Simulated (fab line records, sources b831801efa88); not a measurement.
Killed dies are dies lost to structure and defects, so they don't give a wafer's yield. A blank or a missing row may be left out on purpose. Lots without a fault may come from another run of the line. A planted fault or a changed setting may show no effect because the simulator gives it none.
Chamber matching | flow gf180mcu | GF_V3_CVD_02 on pecvd-04: 3 sister chambers
The step deposits SiO2 from TEOS, target thk 850 nm, time 94.851 s. 14 wafers are shown with their chamber, then 7 later ones without.

WAFERS WITH THEIR CHAMBER
wafer  | chamber | heater_power_w (W)
L074.2 | 0       | 639
L074.3 | 2       | 656
L074.6 | 1       | 807
L080.2 | 1       | 674
L080.4 | 1       | 758
L080.5 | 0       | 522
L083.3 | 0       | 605
L083.4 | 0       | 649
L083.6 | 1       | 858
L085.1 | 1       | 761
L085.3 | 0       | 529
L085.6 | 2       | 664
L090.1 | 1       | 837
L090.2 | 2       | 627

SIGNATURES (means of the wafers above)
reading        | chamber 0 | chamber 1 | chamber 2 | scatter within a chamber
heater_power_w | 588.80    | 782.50    | 649.00    | 58.2
Rule: a wafer's distance from a chamber is the root of the sum, over the readings, of the square of ((its reading less the chamber's mean) divided by the reading's scatter). The wafer belongs to the nearest chamber; if the next one is less than 2 further off, it can't be placed. The scatter: the root of (the sum of the squares of (reading less its chamber's mean) over the shown wafers, divided by (wafers less chambers)).

WAFERS WITHOUT THEIR CHAMBER
wafer  | heater_power_w (W)
L090.3 | 629
L090.4 | 681
L090.5 | 658
L090.6 | 670
L092.1 | 603
L092.3 | 842
L092.5 | 697

WHICH CHAMBER EACH WENT THROUGH
wafer  | from the rows above          | in truth
L090.3 | can't be placed: 2 or 0      | 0
L090.4 | can't be placed: 2 or 0 or 1 | 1
L090.5 | can't be placed: 2 or 0 or 1 | 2
L090.6 | can't be placed: 2 or 0 or 1 | 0
L092.1 | can't be placed: 0 or 2      | 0
L092.3 | 1                            | 1
L092.5 | can't be placed: 2 or 1 or 0 | 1
Placed correctly: 1 of 7. Can't be placed from these rows: 6 (the true chamber is among the candidates in 6). Placed wrongly: 0.
